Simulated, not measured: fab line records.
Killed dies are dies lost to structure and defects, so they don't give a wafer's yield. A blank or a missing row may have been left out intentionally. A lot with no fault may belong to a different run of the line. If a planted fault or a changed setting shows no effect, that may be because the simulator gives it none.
Struck lot and sound lot, side by side || flow sky130 || 44 steps out of a route of 708
Sound: these wafers, L566.1, L566.2, L566.4. Wafers L575.2, L575.3, L575.5 were the ones struck. The cause is given at the end.
For every step that has rows: the tool of each side, followed by ch and its chambers, followed by its first start. Under that, the readings that differ: sound wafers || struck wafers || difference of the means || sigmas: that difference in standard deviations of wafers without a fault.
alike: same words and numbers on both sides, and readings whose means sit less than 2 such deviations apart. not compared: any withheld reading, any reading some wafer has no value for, any bound like >300 that may hide the same value, and any number with overlapping values for which the record gives no deviation.
The two part at a step that has a row with sigmas, a row that says differs or no value, or rows on one side only. Numbers that don't overlap but have no deviation are shown without sigmas and don't part them. A reading that every wafer of one side lacks parts them only if that side has two wafers or more.

SKY_VIA2_ETCH_15: etches SiO2 in C4F8/O2/Ar, stops on TiN, target depth 546 nm, time 84 s.
  sound on rie-diel-01 ch 0,1,2, day 39 11:28; struck on rie-diel-04 ch 0,2,3, day 41 22:07
  alike: oes-product-au
  not compared: rf-hours-counter-h
then, 4 steps without rows for these wafers: SKY_VIA2_STRIP_16 (strips in O2/N2); SKY_VIA2_STRIP_17 (strips in post etch residue remover, time 1200 s); SKY_VIA2_CLEAN_18 (cleans in IPA, time 180 s); SKY_VIA2_CLEAN_19 (cleans in O3/DIW).
SKY_VIA2_SPUTTER_20: material TiN, target thk 20 nm, time 80 s.
  sound on pvd-sputter-04, day 39 12:28; struck on pvd-sputter-02, day 41 22:50
  alike: throttle-valve-pct
then, 1 step without rows for these wafers: SKY_VIA2_CVD_21 (deposits W, target thk 420 nm, time 126.4 s).
SKY_VIA2_RS_MEAS_22: measures by four-point-probe.
  sound on film-metro-04, day 39 12:39; struck on film-metro-03, day 41 23:04
  alike: VIA2_W_RS
SKY_VIA2_THK_MEAS_23: measures by xrf.
  sound on film-metro-04, day 39 12:46; struck on film-metro-03, day 41 23:10
  alike: VIA2_W_THK
SKY_VIA2_CMP_24: polishes, stops on SiO2, t overpolish 20 s, target thk 0 nm.
  sound on cmp-02 ch 0,1,3, day 39 12:50; struck on cmp-02 ch 0,2,3, day 41 23:19
  alike: edge-zone-pressure-frac, motor-current-A, overpolish-run-s, retaining-ring-pressure-frac, time-to-endpoint-s
SKY_METAL3_SPUTTER_00: material Ti, target thk 15 nm, time 10 s.
  sound on pvd-sputter-01, day 39 13:08; struck on pvd-sputter-04, day 41 23:31
  alike: throttle-valve-pct
SKY_METAL3_SPUTTER_01: material TiN, target thk 20 nm, time 16.7 s.
  sound on pvd-sputter-01, day 39 13:10; struck on pvd-sputter-04, day 41 23:32
  alike: throttle-valve-pct
SKY_METAL3_SPUTTER_02: material AlCu, target thk 735 nm, time 39.1 s.
  sound on pvd-sputter-01, day 39 13:11; struck on pvd-sputter-04, day 41 23:34
{"reading": "model.AlCu_of_METAL3_SPUTTER_02.thk-nm (nm)", "sound": "725.8 729 723.8", "struck": "831.4 832.9 837.8", "difference": "+107.8", "sigmas": ""}
  alike: throttle-valve-pct
then, 3 steps without rows for these wafers: SKY_METAL3_SPUTTER_03 (material Ti, target thk 5 nm, time 3.3 s); SKY_METAL3_SPUTTER_04 (material TiN, target thk 70 nm, time 58.3 s); SKY_CAPM_CVD_00 (deposits SiO2, target thk 15.5 nm).
SKY_CAPM_THK_MEAS_01:
  sound on film-metro-04, day 39 13:19; struck on film-metro-04, day 41 23:42
  alike: CAPM_CVD_00_THK
then, 1 step without rows for these wafers: SKY_CAPM_SPUTTER_02 (material TiN, target thk 200 nm, time 166.7 s).
SKY_CAPM_RS_MEAS_03: measures by four-point-probe.
  sound on film-metro-02, day 39 13:29; struck on film-metro-02, day 41 23:53
  alike: CAPM_TIN_RS
SKY_CAPM_THK_MEAS_04: measures by xrf.
  sound on film-metro-02, day 39 13:36; struck on film-metro-02, day 41 23:59
  alike: CAPM_TIN_THK
then, 7 steps without rows for these wafers: SKY_CAPM_DEHYDRATE_05 (time 60 s); SKY_CAPM_HMDS_06 (prime time 60 s); SKY_CAPM_COAT_07 (resist thk 1140 nm); SKY_CAPM_SOFTBAKE_08 (time 60 s); SKY_CAPM_EXPOSE_09 (exposes mask CAPM, target cd 1000 nm); SKY_CAPM_PEB_10; SKY_CAPM_DEVELOP_11 (develop time 60 s).
SKY_CAPM_OVL_MEAS_12:
  sound on overlay-02, day 40 14:16; struck on overlay-01, day 42 22:59
{"reading": "CAPM_OVL (nm)", "sound": "4.5 2.8 1.5", "struck": "-1.0 -0.4 -1.2", "difference": -3.8, "sigmas": -3}
then, 13 steps without rows for these wafers: SKY_CAPM_METAL_ETCH_13 (etches TiN in Cl2/BCl3, stops on SiO2, target depth 220 nm, time 62.9 s); SKY_CAPM_STRIP_14 (strips in O2/N2); SKY_CAPM_STRIP_15 (strips in post etch residue remover, time 1200 s); SKY_CAPM_CLEAN_16 (cleans in IPA, time 180 s); SKY_CAPM_CLEAN_17 (cleans in O3/DIW); SKY_METAL3_DEHYDRATE_05 (time 60 s); SKY_METAL3_HMDS_06 (prime time 60 s); SKY_METAL3_COAT_07 (resist thk 60 nm); SKY_METAL3_COAT_08 (resist thk 1140 nm); SKY_METAL3_SOFTBAKE_09 (time 90 s); SKY_METAL3_EXPOSE_10 (exposes mask MM3, target cd 300 nm); SKY_METAL3_PEB_11; SKY_METAL3_DEVELOP_12 (develop time 60 s).
SKY_METAL3_CD_MEAS_13: target cd 300 nm.
  sound on cd-sem-01, day 41 15:13; struck on cd-sem-01, day 43 23:26
  alike: cd-nm
SKY_METAL3_METAL_ETCH_18: etches the open film in Cl2/BCl3, stops on SiO2, target depth 845 nm, time 183.1 s.
  sound on rie-metal-01 ch 0,1, day 41 15:32; struck on rie-metal-03 ch 0,1, day 43 23:44
{"reading": "oes-product-au (a.u.)", "sound": "0.860 0.866 0.857", "struck": "0.923 0.928 0.930", "difference": "+0.066", "sigmas": "+12"}
  alike: drypump-motor-current-A, throttle-valve-pct
  not compared: rf-hours-counter-h
-- the record jumps here: 6 days lie between the struck wafers' starts before and after (it left off in module METAL3 and takes up again in module PAD_OPEN, whose first step shown is number 708 of the route) --
SKY_PAD_OPEN_PROBE_99:
  sound on prober-02, day 48 08:09; struck on prober-02, day 50 03:35
{"reading": "model.etest.met3.line-ohm-um", "sound": "0.1429 0.1452 0.1483", "struck": "0.1274 0.1262 0.1265", "difference": -0.0188, "sigmas": ""}
{"reading": "model.etest.met3.rs-ohm-sq", "sound": "0.0428 0.0436 0.04377", "struck": "0.03775 0.03739 0.03729", "difference": -0.00591, "sigmas": ""}
  alike: defect-limited-yield, killed_at_M0_to_M3, killed_at_M4_up, killed-at-contacts, killed-at-front-end, killed-at-other, killed-dies, killed-open, killed-short, sort_bin_3_pad_short, sort_bin_5_function, sort_bin_6_memory, sort-n-pass, sort-yield-pct

WHERE THEY PART
First at SKY_CAPM_OVL_MEAS_12; last, within this record, at SKY_METAL3_METAL_ETCH_18. Later steps at which nothing parts them and some readings are alike: SKY_PAD_OPEN_PROBE_99.

WHY: whatever the simulator had introduced
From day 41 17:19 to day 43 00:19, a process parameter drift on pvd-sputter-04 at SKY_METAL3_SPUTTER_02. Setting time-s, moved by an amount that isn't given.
